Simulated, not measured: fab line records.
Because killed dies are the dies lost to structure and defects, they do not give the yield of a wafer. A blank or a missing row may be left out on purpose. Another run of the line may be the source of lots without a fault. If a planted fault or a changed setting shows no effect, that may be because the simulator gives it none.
The tool behind it: which one? :: flow sky130 :: 39 wafers from 13 lots sampled at 5 of the route's 708 steps

== WHAT THE GAUGES READ, wafer by wafer ==
SKY_RES_XHIGH_TW_MEAS_09.
lot: L177
measured: day 27 04:11
on: film_metro-04
RES_XHIGH_TW: 1625 1621 1633

lot: L176
measured: day 27 05:55
on: film_metro-01
RES_XHIGH_TW: 1651 1662 1657

lot: L179
measured: day 27 18:47
on: film_metro-01
RES_XHIGH_TW: 1670 1660 1664

lot: L178
measured: day 27 22:02
on: film_metro-02
RES_XHIGH_TW: 1648 1648 1655

lot: L180
measured: day 28 04:34
on: film_metro-02
RES_XHIGH_TW: 1647 1642 1649

lot: L186
measured: day 30 06:52
on: film_metro-01
RES_XHIGH_TW: 1682 1699 1673

lot: L191
measured: day 32 00:04
on: film_metro-01
RES_XHIGH_TW: 1672 1677 1670

lot: L193
measured: day 32 08:31
on: film_metro-02
RES_XHIGH_TW: 1641 1638 1642

lot: L194
measured: day 32 12:26
on: film_metro-02
RES_XHIGH_TW: 1644 1634 1640

lot: L196
measured: day 33 05:34
on: film_metro-01
RES_XHIGH_TW: 1667 1659 1667

lot: L197
measured: day 33 09:08
on: film_metro-04
RES_XHIGH_TW: 1639 1637 1643

lot: L198
measured: day 33 13:31
on: film_metro-01
RES_XHIGH_TW: 1674 1671 1671

lot: L199
measured: day 34 00:50
on: film_metro-02
RES_XHIGH_TW: 1642 1645 1656

SKY_SD_N_CD_MEAS_07: the cd target is 380 nm.
lot: L177
measured: day 28 08:26
on: cd_sem-02
cd_nm (nm): 378.7 382.5 383.0

lot: L176
measured: day 28 10:25
on: cd_sem-01
cd_nm (nm): 383.1 379.9 380.9

lot: L179
measured: day 28 22:22
on: cd_sem-01
cd_nm (nm): 382.0 382.4 383.4

lot: L178
measured: day 29 01:52
on: cd_sem-01
cd_nm (nm): 380.2 378.6 380.2

lot: L180
measured: day 29 09:05
on: cd_sem-02
cd_nm (nm): 332.7 334.1 333.4

lot: L186
measured: day 31 11:10
on: cd_sem-02
cd_nm (nm): 381.1 381.6 380.5

lot: L191
measured: day 33 02:31
on: cd_sem-02
cd_nm (nm): 382.3 384.8 379.9

lot: L193
measured: day 33 11:38
on: cd_sem-01
cd_nm (nm): 376.9 377.0 379.1

lot: L194
measured: day 33 14:46
on: cd_sem-02
cd_nm (nm): 380.1 381.2 380.7

lot: L196
measured: day 34 06:46
on: cd_sem-02
cd_nm (nm): 377.8 375.1 375.4

lot: L197
measured: day 34 11:04
on: cd_sem-01
cd_nm (nm): 380.2 381.8 378.2

lot: L198
measured: day 34 15:52
on: cd_sem-02
cd_nm (nm): 381.0 379.2 378.5

lot: L199
measured: day 35 03:07
on: cd_sem-02
cd_nm (nm): 381.4 382.5 382.3

SKY_SD_N_RS_MEAS_17: measures by four-point-probe.
lot: L177
measured: day 28 09:24
on: film_metro-04
SD_P_RS (ohm/sq): 148.7 148.0 148.1

lot: L176
measured: day 28 11:22
on: film_metro-02
SD_P_RS (ohm/sq): 148.0 148.5 147.5

lot: L179
measured: day 28 23:19
on: film_metro-02
SD_P_RS (ohm/sq): 147.7 148.1 147.6

lot: L178
measured: day 29 02:49
on: film_metro-02
SD_P_RS (ohm/sq): 148.0 148.0 147.9

lot: L180
measured: day 29 10:03
on: film_metro-01
SD_P_RS (ohm/sq): 148.3 148.5 148.4

lot: L186
measured: day 31 12:07
on: film_metro-02
SD_P_RS (ohm/sq): 147.7 147.8 147.7

lot: L191
measured: day 33 03:29
on: film_metro-04
SD_P_RS (ohm/sq): 148.4 148.3 148.6

lot: L193
measured: day 33 12:35
on: film_metro-01
SD_P_RS (ohm/sq): 148.3 147.8 148.1

lot: L194
measured: day 33 15:43
on: film_metro-01
SD_P_RS (ohm/sq): 147.9 147.7 148.3

lot: L196
measured: day 34 07:43
on: film_metro-02
SD_P_RS (ohm/sq): 147.9 147.9 148.4

lot: L197
measured: day 34 12:01
on: film_metro-04
SD_P_RS (ohm/sq): 149.3 148.5 149.0

lot: L198
measured: day 34 16:49
on: film_metro-01
SD_P_RS (ohm/sq): 148.0 148.1 148.2

lot: L199
measured: day 35 04:04
on: film_metro-02
SD_P_RS (ohm/sq): 147.7 147.8 147.7

== WHICH TOOL RAN EACH LOT (tool, then ch and the chambers of the sampled wafers, then the start) ==
lot: L177
SKY_SPACER_ETCHBACK_02: rie_diel-04 ch 0,1,2, day 23 10:47
SKY_SD_N_EXPOSE_04: iline_stepper-02 ch 0, day 27 18:23

lot: L176
SKY_SPACER_ETCHBACK_02: rie_diel-03 ch 1,2, day 23 11:59
SKY_SD_N_EXPOSE_04: iline_stepper-01 ch 0, day 27 20:14

lot: L179
SKY_SPACER_ETCHBACK_02: rie_diel-04 ch 0,2,3, day 24 02:29
SKY_SD_N_EXPOSE_04: iline_stepper-02 ch 0, day 28 09:26

lot: L178
SKY_SPACER_ETCHBACK_02: rie_diel-04 ch 1,2,3, day 24 05:57
SKY_SD_N_EXPOSE_04: iline_stepper-01 ch 0, day 28 12:31

lot: L180
SKY_SPACER_ETCHBACK_02: rie_diel-04 ch 1,2,3, day 24 12:37
SKY_SD_N_EXPOSE_04: iline_stepper-02 ch 0, day 28 18:31

lot: L186
SKY_SPACER_ETCHBACK_02: rie_diel-01 ch 0,1,3, day 26 16:22
SKY_SD_N_EXPOSE_04: iline_stepper-01 ch 0, day 30 21:55

lot: L191
SKY_SPACER_ETCHBACK_02: rie_diel-03 ch 1,2, day 28 10:57
SKY_SD_N_EXPOSE_04: iline_stepper-01 ch 0, day 32 13:02

lot: L193
SKY_SPACER_ETCHBACK_02: rie_diel-03 ch 1,2, day 28 20:46
SKY_SD_N_EXPOSE_04: iline_stepper-02 ch 0, day 32 21:35

lot: L194
SKY_SPACER_ETCHBACK_02: rie_diel-03 ch 1,2, day 29 00:12
SKY_SD_N_EXPOSE_04: iline_stepper-02 ch 0, day 33 01:54

lot: L196
SKY_SPACER_ETCHBACK_02: rie_diel-01 ch 0,3, day 29 19:27
SKY_SD_N_EXPOSE_04: iline_stepper-02 ch 0, day 33 18:16

lot: L197
SKY_SPACER_ETCHBACK_02: rie_diel-04 ch 1,3, day 29 22:56
SKY_SD_N_EXPOSE_04: iline_stepper-02 ch 0, day 33 21:49

lot: L198
SKY_SPACER_ETCHBACK_02: rie_diel-03 ch 0,2, day 30 02:19
SKY_SD_N_EXPOSE_04: iline_stepper-02 ch 0, day 34 02:46

lot: L199
SKY_SPACER_ETCHBACK_02: rie_diel-04 ch 0,1,2, day 30 16:05
SKY_SD_N_EXPOSE_04: iline_stepper-01 ch 0, day 34 14:47
- SKY_SPACER_ETCHBACK_02: etches Si3N4 in CH3F/O2, stops on SiO2, time 46.7 s, target depth 45 nm.
- SKY_SD_N_EXPOSE_04: exposes mask NSDM, target cd 380 nm.

== WHAT THE TOOLS THEMSELVES READ (means of the sampled wafers that have a number; where no wafer has one, the mark that the record gives instead) ==
SKY_SPACER_ETCHBACK_02.
lot: L177
tool: rie_diel-04
bias_w (W): 79.86
chamber_pressure_mTorr (mTorr): 25.009
drypump_motor_current_A (A): 5.1
oes_product_au (a.u.): 0.857
throttle_valve_pct (%): 10.567

lot: L176
tool: rie_diel-03
bias_w (W): 80.22
chamber_pressure_mTorr (mTorr): 24.975
drypump_motor_current_A (A): 5.9
oes_product_au (a.u.): 0.852
throttle_valve_pct (%): 10.560

lot: L179
tool: rie_diel-04
bias_w (W): 79.78
chamber_pressure_mTorr (mTorr): 24.987
drypump_motor_current_A (A): 5.4
oes_product_au (a.u.): 0.847
throttle_valve_pct (%): 10.568

lot: L178
tool: rie_diel-04
bias_w (W): 79.66
chamber_pressure_mTorr (mTorr): 24.992
drypump_motor_current_A (A): 5.1
oes_product_au (a.u.): 0.855
throttle_valve_pct (%): 10.557

lot: L180
tool: rie_diel-04
bias_w (W): 79.84
chamber_pressure_mTorr (mTorr): 24.986
drypump_motor_current_A (A): 5.1
oes_product_au (a.u.): 0.841
throttle_valve_pct (%): 10.558

lot: L186
tool: rie_diel-01
bias_w (W): 79.82
chamber_pressure_mTorr (mTorr): 25.018
drypump_motor_current_A (A): 5.6
oes_product_au (a.u.): 0.858
throttle_valve_pct (%): 10.560

lot: L191
tool: rie_diel-03
bias_w (W): 80.07
chamber_pressure_mTorr (mTorr): 25.015
drypump_motor_current_A (A): 6.0
oes_product_au (a.u.): 0.855
throttle_valve_pct (%): 10.559

lot: L193
tool: rie_diel-03
bias_w (W): 80.07
chamber_pressure_mTorr (mTorr): 24.985
drypump_motor_current_A (A): 6.0
oes_product_au (a.u.): 0.849
throttle_valve_pct (%): 10.562

lot: L194
tool: rie_diel-03
bias_w (W): 79.71
chamber_pressure_mTorr (mTorr): 24.980
drypump_motor_current_A (A): 6.0
oes_product_au (a.u.): 0.838
throttle_valve_pct (%): 10.558

lot: L196
tool: rie_diel-01
bias_w (W): 79.76
chamber_pressure_mTorr (mTorr): 25.012
drypump_motor_current_A (A): 5.4
oes_product_au (a.u.): 0.852
throttle_valve_pct (%): 10.553

lot: L197
tool: rie_diel-04
bias_w (W): 80.14
chamber_pressure_mTorr (mTorr): 25.016
drypump_motor_current_A (A): 5.5
oes_product_au (a.u.): 0.860
throttle_valve_pct (%): 10.559

lot: L198
tool: rie_diel-03
bias_w (W): 79.97
chamber_pressure_mTorr (mTorr): 25.004
drypump_motor_current_A (A): 6.3
oes_product_au (a.u.): 0.855
throttle_valve_pct (%): 10.555

lot: L199
tool: rie_diel-04
bias_w (W): 79.95
chamber_pressure_mTorr (mTorr): 25.014
drypump_motor_current_A (A): 5.1
oes_product_au (a.u.): 0.853
throttle_valve_pct (%): 10.558

== THE ANSWER, worked out from the rows above alone ==
Rule: what is usual is taken from the lots themselves. The widest of any qualifying gaps counts: lots, ordered by their means at a reading, are off when they make up no more than a third of the lots, leave a main group of 4 or more, and stand apart from it by 3 or more times the standard deviation of that group's means. A main group whose means are all the same, to the digits that the tables above print for the reading, isn't used. Also off: a lot with no number at a reading for which 4 or more lots have one. All remaining lots with rows at the step are treated as sound. First the gauges in route order, then the tools' own readings, where a lot's mean is used as printed above. The first step at which some lot is off is used, and at that step the reading that is off furthest; a lot without a number counts as furthest.
Off: L180, at SKY_SD_N_CD_MEAS_07 (cd_nm). Mean 380.4 nm and standard deviation 1.8 in the main group.
A tool fits if, at a process step before that reading, it ran every lot that is off, and no sound lot after the first of them. The gauges at SKY_SD_N_CD_MEAS_07 are tried like those tools. None of those tried fits.

== WHAT THE SIMULATOR HAD INSERTED ==
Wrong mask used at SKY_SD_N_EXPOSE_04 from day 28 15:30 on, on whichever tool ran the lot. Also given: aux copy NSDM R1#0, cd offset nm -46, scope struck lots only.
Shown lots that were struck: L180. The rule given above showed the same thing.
